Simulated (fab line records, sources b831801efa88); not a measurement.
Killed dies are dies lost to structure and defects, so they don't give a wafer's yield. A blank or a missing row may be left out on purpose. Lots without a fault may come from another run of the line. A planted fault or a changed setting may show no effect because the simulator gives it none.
fab line records | flow sky130
record lots=6 wafers=18 last_day=50
route steps=708 shown PWDE@54 NWELL@56 VT_ADJUST_HVTP@85 PAD_OPEN@708
lots that met no fault: from a run of the same line without faults
start_h: hours from the record's first day to the start of the lot's first wafer shown | wait_h: hours since the lot's step before | " the same as in the row above | L1.1+2: a row that stands for several wafers | - no value, or no start given | * or withheld: withheld | < > ~ a bound
route shown NAME@n: a module of which the file shows steps, and the number in the route of the first | usual: mean/standard deviation of fault-free wafers | same: alike in all rows | chamber/n: place in a boat | sites: the reading at each site | _std_site: their standard deviation | _edge_site: outer sites' mean less inner sites' | radius_mm: how far each site lies from the wafer's centre | mask NAME#n: copy n | behind: the tool/chamber that last shaped the wafer | hold: why the lot was held/for how many hours/how that ended | device: the transistor (n, p or np) that didn't switch | end of line: the same wafers' tests at the end of the route | a step without rows: its recipe alone | killed: dies lost to structure and defects at the first sort, not the wafer's yield | map: a wafer's dies, x killed, . not, _ none there
set.NAME: the setting as run; set.NAME@STEP: as run at that earlier step | model.NAME: the simulator's own value behind a step, which no gauge read
lots at some steps of the route; a table a step, a row a wafer
services: from which hour (start_h, from the record's first day; less than 0 if before it) a tool's chamber was out of use, for how many hours, and why
## steps
# step SKY_PWDE_STRIP_09
# recipe chemistry=O2/N2 power_w=1400 pressure_mtorr=1500 platen_temp_c=withheld o2_flow_sccm=3000 n2_flow_sccm=300 overash_fraction=0.5
# usual drypump_motor_current_A=6.0/0.37 n2_flow_sccm=300.1/0.92 oes_product_au=0.723/0.0049 strip_time_to_endpoint_s=36.92/0.11
# columns lot.wafer tool chamber start_h wait_h drypump_motor_current_A n2_flow_sccm oes_product_au rf_hours_counter_h strip_time_to_endpoint_s
L813.1 plasma_asher-02 1 85.89 0.1 5.4 301.0 0.727 43 36.94
L813.2 " 0 " " 6.0 298.3 0.723 43 36.97
L813.3 " 1 " " 5.4 299.3 0.720 - 36.90
L820.2 plasma_asher-03 1 125.69 0.1 6.4 299.6 0.729 42 36.98
L820.3 " 0 " " 5.7 300.4 0.724 - 37.06
L820.4 " 1 " " 6.4 300.1 0.718 - 37.02
L821.4 plasma_asher-02 0 128.93 0.1 6.0 300.2 0.726 - 36.82
L821.5 " 0 " " 5.9 299.9 0.724 - 36.80
L821.6 " 1 " " 5.4 300.5 0.734 - 36.84
L823.2 plasma_asher-04 0 141.45 0.1 6.4 299.0 0.721 33 36.98
L823.5 " 0 " " 6.4 300.6 0.723 - 36.87
L823.6 " 1 " " 5.8 300.4 0.725 - 36.89
L829.1 plasma_asher-04 1 178.50 0.1 5.8 299.8 0.726 38 36.96
L829.2 " 0 " " 6.4 299.9 0.718 38 36.89
L829.6 " 1 " " 5.8 300.5 0.729 - 36.83
L831.1 plasma_asher-02 1 186.35 0.1 5.4 301.1 0.720 2 37.01
L831.4 " 1 " " 5.4 301.1 0.726 - 36.96
L831.5 " 1 " " 5.4 301.6 0.732 - 36.88
# step SKY_PWDE_TW_MEAS_10
# usual PWDE_TW=374.7/1.6
# columns lot.wafer tool chamber start_h wait_h PWDE_TW
L813.1 film_metro-03 - 85.99 0.1 373.8
L813.2 " - " " 373.9
L813.3 " - " " 375.6
L820.2 film_metro-01 - 125.80 0.1 372.8
L820.3 " - " " 370.1
L820.4 " - " " 372.2
L821.4 film_metro-03 - 129.03 0.1 372.8
L821.5 " - " " 374.7
L821.6 " - " " 377.6
L823.2 film_metro-02 - 141.56 0.1 374.7
L823.5 " - " " 373.6
L823.6 " - " " 374.9
L829.1 film_metro-02 - 178.60 0.1 376.5
L829.2 " - " " 373.0
L829.6 " - " " 374.2
L831.1 film_metro-03 - 186.45 0.1 375.4
L831.4 " - " " 377.5
L831.5 " - " " 374.3
# step SKY_NWELL_DEHYDRATE_03
# recipe temp_c=200 time_s=60
# step SKY_NWELL_HMDS_04
# recipe prime_time_s=60 prime_temp_c=120
# step SKY_NWELL_COAT_05
# recipe spin_rpm=2000 resist_thk_nm=3000
# step SKY_NWELL_SOFTBAKE_06
# recipe temp_c=110 time_s=withheld
# step SKY_NWELL_EXPOSE_07
# recipe mask_id=NWM na=0.6 source_shape=conventional sigma_outer=0.6 polarization=unpolarized target_cd_nm=840 dose_mj=255
# step SKY_NWELL_PEB_08
# recipe temp_c=115 time_s=withheld
# step SKY_NWELL_DEVELOP_09
# recipe wall_angle_deg=90 developer=TMAH develop_time_s=57.24 dev_temp_c=23
# step SKY_NWELL_OVL_MEAS_10
# usual NWELL_00_OVL=-0.4/1.2
# columns lot.wafer tool chamber start_h wait_h NWELL_00_OVL[nm]
L813.1 overlay-02 - 103.06 - 0.1
L813.2 " - " " -2.5
L813.3 " - " " 0.3
L820.2 overlay-02 - 144.81 - -0.3
L820.3 " - " " -1.6
L820.4 " - " " 0.9
L821.4 overlay-01 - 148.23 - 0.3
L821.5 " - " " 2.8
L821.6 " - " " -0.5
L823.2 overlay-02 - 160.86 - -0.5
L823.5 " - " " -1.5
L823.6 " - " " 0.3
L829.1 overlay-02 - 199.94 - -2.8
L829.2 " - " " -2.1
L829.6 " - " " -3.4
L831.1 overlay-01 - 207.60 - 0.6
L831.4 " - " " 1.3
L831.5 " - " " 1.8
# step SKY_NWELL_IMPLANT_11
# recipe species=P energy_kev=400 dose_cm2=1.9e+13 tilt_deg=withheld
# step SKY_NWELL_IMPLANT_12
# recipe species=P energy_kev=120 dose_cm2=1.3e+12 tilt_deg=withheld
# step SKY_NWELL_IMPLANT_13
# recipe species=P energy_kev=50 dose_cm2=7e+11 tilt_deg=withheld
# columns lot.wafer tool chamber start_h wait_h
L813.1+2+3 implanter-01 0 103.40 0.1
L820.2+3+4 implanter-01 0 145.16 0.1
L821.4+5+6 implanter-03 0 148.62 0.1
L823.2+5+6 implanter-02 0 161.21 0.1
L829.1+2+6 implanter-03 0 200.27 0.1
L831.1+4+5 implanter-03 0 208.34 0.1
# step SKY_NWELL_STRIP_14
# recipe chemistry=O2/N2 power_w=1400 pressure_mtorr=1500 platen_temp_c=withheld o2_flow_sccm=3000 n2_flow_sccm=300 overash_fraction=0.5
# usual drypump_motor_current_A=6.1/0.39 n2_flow_sccm=300.1/0.91 oes_product_au=0.722/0.0044 strip_time_to_endpoint_s=36.93/0.099
# columns lot.wafer tool chamber start_h wait_h drypump_motor_current_A n2_flow_sccm oes_product_au rf_hours_counter_h strip_time_to_endpoint_s
L813.1 plasma_asher-04 0 103.55 0.1 6.4 298.9 0.722 29 36.93
L813.2 " 1 " " 5.8 299.7 0.726 29 36.94
L813.3 " 0 " " 6.4 299.3 0.724 - 36.94
L820.2 plasma_asher-04 1 145.29 0.1 5.8 299.0 0.715 33 36.89
L820.3 " 0 " " 6.4 300.8 0.724 - 37.00
L820.4 " 1 " " 5.8 298.6 0.722 - 36.89
L821.4 plasma_asher-04 1 148.73 0.1 5.8 299.6 0.725 - 37.02
L821.5 " 0 " " 6.3 301.0 0.725 - 36.95
L821.6 " 1 " " 5.8 300.4 0.721 - 37.17
L823.2 plasma_asher-04 1 161.34 0.1 5.8 300.5 0.723 35 37.08
L823.5 " 1 " " 5.8 299.7 0.716 - 37.04
L823.6 " 0 " " 6.3 301.5 0.719 - 37.04
L829.1 plasma_asher-02 0 200.42 0.1 6.0 299.9 0.723 4 36.89
L829.2 " 1 " " 5.4 298.8 0.721 4 36.88
L829.6 " 1 " " 5.4 299.7 0.716 - 36.86
L831.1 plasma_asher-04 0 208.49 0.1 6.4 300.2 0.723 40 36.99
L831.4 " 1 " " 5.8 301.9 0.724 - 36.96
L831.5 " 1 " " 5.8 300.1 0.718 - 36.94
# step SKY_NWELL_TW_MEAS_15
# usual NWELL_TW=1821/8.4
# columns lot.wafer tool chamber start_h wait_h NWELL_TW
L813.1 film_metro-03 - 103.65 0.1 1829
L813.2 " - " " 1820
L813.3 " - " " 1826
L820.2 film_metro-01 - 145.40 0.1 1820
L820.3 " - " " 1812
L820.4 " - " " 1818
L821.4 film_metro-02 - 148.83 0.1 1810
L821.5 " - " " 1817
L821.6 " - " " 1819
L823.2 film_metro-01 - 161.45 0.1 1824
L823.5 " - " " 1815
L823.6 " - " " 1824
L829.1 film_metro-02 - 200.52 0.1 1846
L829.2 " - " " 1831
L829.6 " - " " 1835
L831.1 film_metro-02 - 208.59 0.1 1839
L831.4 " - " " 1832
L831.5 " - " " 1825
# step SKY_NWELL_DEHYDRATE_16
# recipe temp_c=200 time_s=60
# step SKY_NWELL_HMDS_17
# recipe prime_time_s=60 prime_temp_c=120
# step SKY_NWELL_COAT_18
# recipe spin_rpm=2000 resist_thk_nm=3000
# step SKY_NWELL_SOFTBAKE_19
# recipe temp_c=110 time_s=withheld
# step SKY_NWELL_EXPOSE_20
# recipe mask_id=NWM_COMPLEMENT na=0.6 source_shape=conventional sigma_outer=0.6 polarization=unpolarized target_cd_nm=840 dose_mj=260
# step SKY_NWELL_PEB_21
# recipe temp_c=115 time_s=withheld
# step SKY_NWELL_DEVELOP_22
# recipe wall_angle_deg=90 developer=TMAH develop_time_s=60 dev_temp_c=23
# step SKY_NWELL_OVL_MEAS_23
# usual NWELL_01_OVL=-0.7/1.3
# columns lot.wafer tool chamber start_h wait_h NWELL_01_OVL[nm]
L813.1 overlay-02 - 128.09 - -1.1
L813.2 " - " " 0.1
L813.3 " - " " -2.0
L820.2 overlay-02 - 165.39 - -0.7
L820.3 " - " " -0.8
L820.4 " - " " 0.4
L821.4 overlay-02 - 169.68 - 0.3
L821.5 " - " " -1.4
L821.6 " - " " -0.3
L823.2 overlay-02 - 181.99 - 0.6
L823.5 " - " " 0.9
L823.6 " - " " 1.4
L829.1 overlay-02 - 222.81 - 1.8
L829.2 " - " " -0.4
L829.6 " - " " 0.0
L831.1 overlay-01 - 230.89 - -2.7
L831.4 " - " " -1.7
L831.5 " - " " -1.8
# step SKY_NWELL_IMPLANT_24
# recipe species=B energy_kev=140 dose_cm2=9.058e+12 tilt_deg=withheld
# step SKY_NWELL_STRIP_25
# recipe chemistry=O2/N2 power_w=1400 pressure_mtorr=1500 platen_temp_c=withheld o2_flow_sccm=3000 n2_flow_sccm=300 overash_fraction=0.5
# usual drypump_motor_current_A=6.2/0.4 n2_flow_sccm=300.0/0.87 oes_product_au=0.722/0.0046 strip_time_to_endpoint_s=36.89/0.1
# columns lot.wafer tool chamber start_h wait_h drypump_motor_current_A n2_flow_sccm oes_product_au rf_hours_counter_h strip_time_to_endpoint_s
L813.1 plasma_asher-02 1 128.27 0.1 5.4 300.7 0.725 1 36.74
L813.2 " 0 " " 6.0 299.6 0.723 1 36.79
L813.3 " 1 " " 5.4 298.8 0.725 - 36.80
L820.2 plasma_asher-01 0 165.57 0.1 6.7 300.1 0.723 48 36.88
L820.3 " 0 " " 6.7 299.9 0.725 - 36.85
L820.4 " 1 " " 6.4 300.0 0.729 - 36.90
L821.4 plasma_asher-04 1 169.88 0.1 5.8 298.5 0.725 - 37.01
L821.5 " 0 " " 6.3 300.5 0.718 - 37.05
L821.6 " 1 " " 5.8 300.0 0.724 - 36.89
L823.2 plasma_asher-04 1 182.17 0.1 5.8 301.6 0.726 38 36.86
L823.5 " 1 " " 5.8 299.9 0.720 - 36.94
L823.6 " 0 " " 6.3 301.5 0.716 - 36.87
L829.1 plasma_asher-04 1 223.00 0.1 5.8 299.0 0.719 42 36.91
L829.2 " 0 " " 6.4 299.6 0.728 42 36.90
L829.6 " 0 " " 6.4 299.8 0.719 - 36.82
L831.1 plasma_asher-01 1 231.07 0.1 6.3 300.7 0.716 54 37.00
L831.4 " 1 " " 6.3 300.3 0.727 - 37.09
L831.5 " 0 " " 6.7 301.4 0.715 - 37.08
# step SKY_NWELL_TW_MEAS_26
# usual NWELL_2_TW=494.8/2.5
# columns lot.wafer tool chamber start_h wait_h NWELL_2_TW
L813.1 film_metro-01 - 128.37 0.1 489.6
L813.2 " - " " 494.1
L813.3 " - " " 493.3
L820.2 film_metro-03 - 165.68 0.1 492.1
L820.3 " - " " 493.1
L820.4 " - " " 496.4
L821.4 film_metro-01 - 170.08 0.2 495.9
L821.5 " - " " 493.0
L821.6 " - " " 495.2
L823.2 film_metro-03 - 182.28 0.1 499.3
L823.5 " - " " 497.6
L823.6 " - " " 496.1
L829.1 film_metro-01 - 223.10 0.1 491.3
L829.2 " - " " 491.9
L829.6 " - " " 493.6
L831.1 film_metro-02 - 231.17 0.1 499.3
L831.4 " - " " 500.3
L831.5 " - " " 498.7
# step SKY_NWELL_CLEAN_27
# recipe chemistry=SC1/SC2 mix=1:4:20 temp_c=70 time_s=150 dry=n2_spin
# step SKY_NWELL_RTA_28
# recipe temp_c=1050 time_s=30 idle_temp_c=650 ramp_up_c_per_s=150 ramp_down_c_per_s=90 ambient=N2
# usual chamber_o2_ppm=2.001/0.019 lamp_power_pct=25.31/0.055 wafer_temp_C_max=1055.0/1
# columns lot.wafer tool chamber start_h wait_h chamber_o2_ppm lamp_power_pct wafer_temp_C_max
L813.1 rtp_anneal-02 0 128.48 0.0 1.988 25.27 1055.4
L813.2 " 0 " " 2.000 25.32 1053.4
L813.3 " 0 " " 1.972 25.33 1054.9
L820.2 rtp_anneal-01 0 165.80 0.0 2.025 25.32 1056.9
L820.3 " 0 " " 2.000 25.28 1053.8
L820.4 " 0 " " 2.016 25.21 1055.7
L821.4 rtp_anneal-01 0 170.21 0.1 1.998 25.33 1055.1
L821.5 " 0 " " 2.018 25.34 1054.2
L821.6 " 0 " " 2.004 25.34 1054.0
L823.2 rtp_anneal-01 0 182.41 0.0 1.999 25.37 1053.5
L823.5 " 0 " " 1.988 25.28 1054.8
L823.6 " 0 " " 2.006 25.31 1055.0
L829.1 rtp_anneal-01 0 223.26 0.0 2.021 25.41 1054.4
L829.2 " 0 " " 2.000 25.35 1053.3
L829.6 " 0 " " 1.971 25.35 1056.0
L831.1 rtp_anneal-01 0 231.31 0.0 1.985 25.29 1055.0
L831.4 " 0 " " 1.968 25.22 1054.5
L831.5 " 0 " " 1.997 25.35 1053.9
# step SKY_NWELL_RS_MEAS_29
# recipe thk_meas_gauge=four-point-probe
# usual NWELL_RS=625.1/1.4
# columns lot.wafer tool chamber start_h wait_h NWELL_RS[ohm/sq]
L813.1 film_metro-01 - 128.58 0.1 624.2
L813.2 " - " " 625.6
L813.3 " - " " 623.9
L820.2 film_metro-02 - 165.91 0.1 626.1
L820.3 " - " " 625.9
L820.4 " - " " 627.1
L821.4 film_metro-03 - 170.32 0.1 626.2
L821.5 " - " " 627.3
L821.6 " - " " 627.0
L823.2 film_metro-01 - 182.51 0.1 628.1
L823.5 " - " " 626.9
L823.6 " - " " 626.6
L829.1 film_metro-03 - 223.36 0.1 623.3
L829.2 " - " " 624.2
L829.6 " - " " 624.6
L831.1 film_metro-03 - 231.41 0.1 625.2
L831.4 " - " " 624.8
L831.5 " - " " 625.8
# step SKY_NWELL_RS_MEAS_31
# recipe thk_meas_gauge=four-point-probe
# usual PWDE_RS=5272/16
# columns lot.wafer tool chamber start_h wait_h PWDE_RS[ohm/sq]
L813.1 film_metro-01 - 128.82 0.1 5265
L813.2 " - " " 5282
L813.3 " - " " 5285
L820.2 film_metro-02 - 166.15 0.1 5288
L820.3 " - " " 5296
L820.4 " - " " 5279
L821.4 film_metro-03 - 170.56 0.1 5291
L821.5 " - " " 5279
L821.6 " - " " 5278
L823.2 film_metro-01 - 182.75 0.1 5280
L823.5 " - " " 5251
L823.6 " - " " 5252
L829.1 film_metro-03 - 223.60 0.1 5249
L829.2 " - " " 5269
L829.6 " - " " 5263
L831.1 film_metro-03 - 231.65 0.1 5277
L831.4 " - " " 5310
L831.5 " - " " 5301
# step SKY_VT_ADJUST_HVTP_DEHYDRATE_00
# recipe temp_c=200 time_s=60
# step SKY_VT_ADJUST_HVTP_HMDS_01
# recipe prime_time_s=60 prime_temp_c=120
# step SKY_VT_ADJUST_HVTP_COAT_02
# recipe resist=NOVOLAK spin_rpm=3000 resist_thk_nm=1140
# step SKY_VT_ADJUST_HVTP_SOFTBAKE_03
# recipe temp_c=90 time_s=60 resist=NOVOLAK
# step SKY_VT_ADJUST_HVTP_EXPOSE_04
# recipe mask_id=HVTPM na=0.6 source_shape=conventional sigma_outer=0.6 polarization=unpolarized target_cd_nm=380 dose_mj=140
# step SKY_VT_ADJUST_HVTP_PEB_05
# recipe temp_c=withheld time_s=* resist=NOVOLAK
# step SKY_VT_ADJUST_HVTP_DEVELOP_06
# recipe resist=NOVOLAK developer=TMAH develop_time_s=60 dev_temp_c=23
# step SKY_VT_ADJUST_HVTP_CD_MEAS_07
# recipe target_cd_nm=380
# usual cd_nm=379.9/2.6
# columns lot.wafer tool chamber start_h wait_h cd_nm
L813.1 cd_sem-01 - 147.86 0.1 380.7
L813.2 " - " " 380.7
L813.3 " - " " 378.5
L820.2 cd_sem-02 - 186.86 0.1 376.3
L820.3 " - " " 378.6
L820.4 " - " " 377.6
L821.4 cd_sem-01 - 191.20 0.1 384.7
L821.5 " - " " 385.8
L821.6 " - " " 383.0
L823.2 cd_sem-02 - 204.93 0.1 382.9
L823.5 " - " " 378.9
L823.6 " - " " 380.9
L829.1 cd_sem-01 - 246.99 0.1 380.4
L829.2 " - " " 382.1
L829.6 " - " " 382.0
L831.1 cd_sem-02 - 254.91 0.1 377.0
L831.4 " - " " 382.3
L831.5 " - " " 379.5
# step SKY_VT_ADJUST_HVTP_OVL_MEAS_08
# usual VT_ADJUST_HVTP_OVL=0.9/1.3
# columns lot.wafer tool chamber start_h wait_h VT_ADJUST_HVTP_OVL[nm]
L813.1 overlay-02 - 147.98 0.1 -0.3
L813.2 " - " " 1.1
L813.3 " - " " -0.9
L820.2 overlay-02 - 186.96 0.1 0.3
L820.3 " - " " 0.9
L820.4 " - " " 0.8
L821.4 overlay-02 - 191.27 0.1 1.3
L821.5 " - " " 1.5
L821.6 " - " " 1.2
L823.2 overlay-01 - 205.04 0.1 0.1
L823.5 " - " " -2.0
L823.6 " - " " 0.1
L829.1 overlay-01 - 247.11 0.1 0.8
L829.2 " - " " 0.3
L829.6 " - " " 3.0
L831.1 overlay-01 - 255.03 0.1 0.9
L831.4 " - " " -1.3
L831.5 " - " " -0.6
# step SKY_VT_ADJUST_HVTP_IMPLANT_09
# recipe species=As energy_kev=150 dose_cm2=4.3e+12 tilt_deg=withheld
# step SKY_VT_ADJUST_HVTP_STRIP_10
# recipe chemistry=O2/N2 power_w=1400 pressure_mtorr=1500 platen_temp_c=withheld o2_flow_sccm=3000 n2_flow_sccm=300 overash_fraction=0.5
# usual drypump_motor_current_A=6.2/0.38 n2_flow_sccm=300.1/0.94 oes_product_au=0.716/0.0043 strip_time_to_endpoint_s=14.19/0.044
# columns lot.wafer tool chamber start_h wait_h drypump_motor_current_A n2_flow_sccm oes_product_au rf_hours_counter_h strip_time_to_endpoint_s
L813.1 plasma_asher-01 1 148.17 0.1 6.4 299.0 0.716 46 14.14
L813.2 " 0 " " 6.7 299.3 0.722 46 14.18
L813.3 " 1 " " 6.4 300.2 0.716 - 14.15
L820.2 plasma_asher-01 0 187.14 0.1 6.7 301.6 0.723 50 14.25
L820.3 " 1 " " 6.3 300.1 0.713 - 14.24
L820.4 " 0 " " 6.7 300.0 0.715 - 14.26
L821.4 plasma_asher-03 0 191.48 0.1 5.6 300.7 0.726 - 14.21
L821.5 " 1 " " 6.4 300.9 0.711 - 14.21
L821.6 " 0 " " 5.6 299.8 0.719 - 14.20
L823.2 plasma_asher-04 0 205.22 0.1 6.4 301.6 0.719 40 14.20
L823.5 " 1 " " 5.8 297.7 0.713 - 14.19
L823.6 " 0 " " 6.4 300.7 0.716 - 14.14
L829.1 plasma_asher-04 1 247.29 0.1 5.8 299.0 0.718 44 14.25
L829.2 " 0 " " 6.4 301.2 0.714 44 14.23
L829.6 " 1 " " 5.8 300.2 0.707 - 14.25
L831.1 plasma_asher-01 0 255.22 0.1 6.7 300.0 0.715 57 14.19
L831.4 " 1 " " 6.4 300.3 0.708 - 14.14
L831.5 " 0 " " 6.7 299.1 0.723 - 14.13
# step SKY_PAD_OPEN_PROBE_99
# usual killed_at_M0_to_M3=44/6.8 killed_at_M4_up=2.9/1.7 killed_at_contacts=24/5.2 killed_at_front_end=15/4 killed_at_other=0.2/0.44 killed_dies=86/9.9 killed_open=47/7.9 killed_short=39/6.3
# same gross_dies=492 killed_at_back_side=0
# columns lot.wafer tool chamber start_h wait_h killed_at_M0_to_M3 killed_at_M4_up killed_at_contacts killed_at_front_end killed_at_other killed_dies killed_open killed_short model.etest.pfet_16v.vt_v model.etest.pfet_g5v0d10v5.vt_long_v model.etest.pfet_01v8_lvt.vt_long_v model.etest.pfet_01v8_lvt.vt_v_range model.etest.pfet_g5v0d10v5.vt_v_range model.etest.pfet_01v8.vt_v_range
L813.1 prober-02 - 1105.18 0.1 37 2 32 17 0 88 41 47 -1.074 -0.9072 -0.6398 0.01318 0.02374 0.01123
L813.2 prober-02 - 1105.23 0.1 37 6 28 18 0 89 48 41 -1.073 -0.9058 -0.6427 0.01533 0.02483 0.01406
L813.3 prober-02 - 1105.28 0.2 41 4 16 22 0 83 47 35 -1.08 -0.9093 -0.641 0.0142 0.04581 0.01044
L820.2 prober-01 - 1140.74 0.1 47 5 23 8 0 83 32 51 -1.112 -0.945 -0.6622 0.02489 0.05652 0.009624
L820.3 prober-01 - 1140.79 0.2 44 2 31 11 0 88 46 42 -1.113 -0.9402 -0.6614 0.01829 0.0372 0.01074
L820.4 prober-01 - 1140.84 0.2 53 5 29 17 0 104 65 39 -1.107 -0.9388 -0.6602 0.02854 0.0266 0.01035
L821.4 prober-02 - 1143.99 0.2 55 3 33 15 0 106 58 47 -1.105 -0.9377 -0.6526 0.0158 0.03394 0.01319
L821.5 prober-02 - 1144.04 0.2 45 4 35 18 0 102 57 45 -1.1 -0.9338 -0.6489 0.02513 0.04559 0.01575
L821.6 prober-02 - 1144.09 0.2 43 4 29 11 0 87 54 32 -1.104 -0.9306 -0.6473 0.02061 0.03953 0.01963
L823.2 prober-01 - 1155.51 0.1 50 1 15 13 0 79 44 35 -1.095 -0.9212 -0.6384 0.0171 0.02638 0.01474
L823.5 prober-01 - 1155.66 0.2 39 2 28 10 0 79 50 29 -1.096 -0.9308 -0.6432 0.01377 0.04338 0.01399
L823.6 prober-01 - 1155.71 0.2 32 4 27 12 1 76 38 37 -1.091 -0.9235 -0.6364 0.01203 0.02486 0.01029
L829.1 prober-02 - 1186.33 0.1 45 3 31 14 0 93 53 40 -1.071 -0.9105 -0.6395 0.0317 0.05282 0.01799
L829.2 prober-02 - 1186.38 0.1 42 6 14 11 0 73 39 33 -1.068 -0.9005 -0.6326 0.03208 0.04057 0.02183
L829.6 prober-02 - 1186.58 0.2 45 1 17 12 1 76 34 42 -1.064 -0.8984 -0.634 0.03099 0.05515 0.01125
L831.1 prober-02 - 1192.84 0.1 37 4 33 18 0 92 54 38 -1.057 -0.901 -0.6232 0.03734 0.05305 0.02503
L831.4 prober-02 - 1192.99 0.2 49 1 18 19 0 87 47 40 -1.058 -0.8954 -0.6261 0.03209 0.06763 0.01562
L831.5 prober-02 - 1193.04 0.2 40 3 23 14 0 80 42 38 -1.055 -0.8955 -0.6238 0.03674 0.07079 0.01621
# killed by level:class
L813.1 CONTACT:geometric_particle:open=13 VIA2:geometric_particle:open=6 LI_CONTACT:geometric_particle:short=6 LI_CONTACT:geometric_particle:open=6 METAL1:geometric_particle:short=6 METAL2:geometric_particle:short=6 FIELD_ISO:geometric_particle:short=5 POLY_GATE:geometric_particle:short=5
L813.2 VIA1:geometric_particle:open=13 CONTACT:geometric_particle:open=10 LI_CONTACT:geometric_particle:open=7 VIA2:geometric_particle:open=5 METAL4:geometric_particle:short=5 FIELD_ISO:geometric_particle:short=4 LI_CONTACT:geometric_particle:short=4 CONTACT:geometric_particle:short=4
L813.3 VIA2:geometric_particle:open=9 POLY_GATE:geometric_particle:open=9 CONTACT:geometric_particle:open=8 METAL1:geometric_particle:short=7 VIA1:geometric_particle:open=7 FIELD_ISO:geometric_particle:short=4 LI_CONTACT:geometric_particle:open=4 METAL3:geometric_particle:short=4
L820.2 CONTACT:geometric_particle:short=11 METAL2:geometric_particle:short=10 VIA1:geometric_particle:open=6 VIA3:geometric_particle:open=6 LI_CONTACT:geometric_particle:open=5 VIA2:geometric_particle:open=5 METAL3:geometric_particle:short=5 METAL4:geometric_particle:short=5
L820.3 CONTACT:geometric_particle:open=13 VIA1:geometric_particle:open=12 CONTACT:geometric_particle:short=8 VIA3:geometric_particle:open=6 METAL2:geometric_particle:short=6 LI_CONTACT:geometric_particle:open=5 FIELD_ISO:geometric_particle:open=4 LOCAL_INTERCONNECT:geometric_particle:short=4
L820.4 CONTACT:geometric_particle:open=13 VIA3:geometric_particle:open=12 VIA1:geometric_particle:open=10 LI_CONTACT:geometric_particle:open=8 VIA2:geometric_particle:open=8 METAL2:geometric_particle:short=6 FIELD_ISO:geometric_particle:short=4 FIELD_ISO:geometric_particle:open=4
L821.4 CONTACT:geometric_particle:open=13 METAL1:geometric_particle:short=10 VIA2:geometric_particle:open=9 VIA3:geometric_particle:open=9 VIA1:geometric_particle:open=8 LI_CONTACT:geometric_particle:open=6 LOCAL_INTERCONNECT:geometric_particle:short=6 METAL2:geometric_particle:short=5
L821.5 CONTACT:geometric_particle:open=14 VIA3:geometric_particle:open=9 VIA2:geometric_particle:open=8 LOCAL_INTERCONNECT:geometric_particle:short=7 METAL2:geometric_particle:short=7 LI_CONTACT:geometric_particle:open=6 METAL1:geometric_particle:short=6 POLY_GATE:geometric_particle:short=5
L821.6 LI_CONTACT:geometric_particle:open=11 CONTACT:geometric_particle:open=9 VIA1:geometric_particle:open=9 VIA3:geometric_particle:open=8 VIA2:geometric_particle:open=7 POLY_GATE:geometric_particle:open=4 METAL1:geometric_particle:short=4 VIA1:geometric_particle:short=4
L823.2 METAL1:geometric_particle:short=12 VIA1:geometric_particle:open=11 CONTACT:geometric_particle:open=7 VIA3:geometric_particle:open=5 VIA2:geometric_particle:open=5 LI_CONTACT:geometric_particle:open=5 VIA3:geometric_particle:short=5 VIA1:geometric_particle:short=4
L823.5 CONTACT:geometric_particle:open=12 VIA1:geometric_particle:open=10 LI_CONTACT:geometric_particle:open=8 METAL1:geometric_particle:short=8 VIA2:geometric_particle:open=7 CONTACT:geometric_particle:short=6 VIA3:geometric_particle:open=4 VIA1:geometric_particle:short=3
L823.6 CONTACT:geometric_particle:open=12 CONTACT:geometric_particle:short=7 VIA1:geometric_particle:open=6 FIELD_ISO:geometric_particle:short=5 METAL1:geometric_particle:short=5 VIA3:geometric_particle:open=5 FIELD_ISO:geometric_particle:open=4 LI_CONTACT:geometric_particle:open=3
L829.1 VIA1:geometric_particle:open=11 LI_CONTACT:geometric_particle:open=10 CONTACT:geometric_particle:open=10 LOCAL_INTERCONNECT:geometric_particle:short=8 VIA3:geometric_particle:open=7 VIA3:geometric_particle:short=6 VIA2:geometric_particle:open=5 VIA1:geometric_particle:short=5
L829.2 VIA1:geometric_particle:open=12 METAL1:geometric_particle:short=7 CONTACT:geometric_particle:open=6 VIA1:geometric_particle:short=6 VIA2:geometric_particle:open=5 VIA3:geometric_particle:open=4 METAL2:geometric_particle:short=4 CONTACT:geometric_particle:short=3
L829.6 METAL1:geometric_particle:short=9 VIA1:geometric_particle:open=8 VIA1:geometric_particle:short=7 VIA2:geometric_particle:open=5 FIELD_ISO:geometric_particle:short=4 LOCAL_INTERCONNECT:geometric_particle:short=4 CONTACT:geometric_particle:short=4 CONTACT:geometric_particle:open=4
L831.1 CONTACT:geometric_particle:open=12 VIA3:geometric_particle:open=9 VIA1:geometric_particle:open=8 VIA2:geometric_particle:open=7 LI_CONTACT:geometric_particle:open=7 FIELD_ISO:geometric_particle:short=6 FIELD_ISO:geometric_particle:open=6 CONTACT:geometric_particle:short=6
L831.4 VIA1:geometric_particle:open=11 VIA2:geometric_particle:open=9 METAL1:geometric_particle:short=8 CONTACT:geometric_particle:open=7 VIA3:geometric_particle:open=7 POLY_GATE:geometric_particle:short=6 FIELD_ISO:geometric_particle:open=4 FIELD_ISO:geometric_particle:short=4
L831.5 CONTACT:geometric_particle:open=12 VIA2:geometric_particle:open=8 METAL1:geometric_particle:short=7 VIA1:geometric_particle:open=6 CONTACT:geometric_particle:short=6 POLY_GATE:geometric_particle:short=5 VIA3:geometric_particle:open=5 POLY_GATE:geometric_particle:open=4
## services
# columns tool chamber start_h hours kind
plasma_asher-03 - 64.17 4.1 repair
implanter-02 - 68.58 1.7 repair
implanter-02 - 84.18 3.6 pm
rtp_anneal-02 - 89.28 2.9 pm
implanter-03 - 99.62 4.1 pm
plasma_asher-02 - 108.75 9.0 pm
plasma_asher-02 0 108.75 9.0 vent_cycle
plasma_asher-02 1 108.75 9.0 vent_cycle
implanter-03 - 112.71 1.0 repair
plasma_asher-02 0 117.75 - clean
plasma_asher-02 1 117.75 - clean
plasma_asher-02 - 137.60 43.3 pm
implanter-02 - 144.27 5.5 repair
plasma_asher-04 - 151.43 0.7 repair
implanter-01 - 174.64 0.7 repair
implanter-03 - 184.67 3.1 repair
plasma_asher-01 - 205.14 2.2 repair
implanter-01 - 205.65 5.2 pm
implanter-01 - 219.23 9.8 pm
implanter-02 - 254.39 2.6 repair
## key
first_sign none at tools or gauges
model_effect step=SKY_PAD_OPEN_PROBE_99 value=etest.pfet_16v.vt_v without=-1.093 struck=-1.062
met_at SKY_NWELL_IMPLANT_13
struck_wafers L829.1,L829.2,L829.6,L831.1,L831.4,L831.5
tester_left_out L829,L831
onset_between 148.62 200.27
also_fits time
fault kind=process_parameter_drift tool=implanter-03 chamber=- onset_h=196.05 steps=SKY_NWELL_IMPLANT_13 channel=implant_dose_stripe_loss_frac offset=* shape=step end_h=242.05
# tester_left_out: of these lots the tester's yield and bins aren't shown, on N5 and GAA mostly nor the transistor test; their killed dies are dies lost to structure and defects alone, not to doping, threshold or leakage, so they don't give the yield
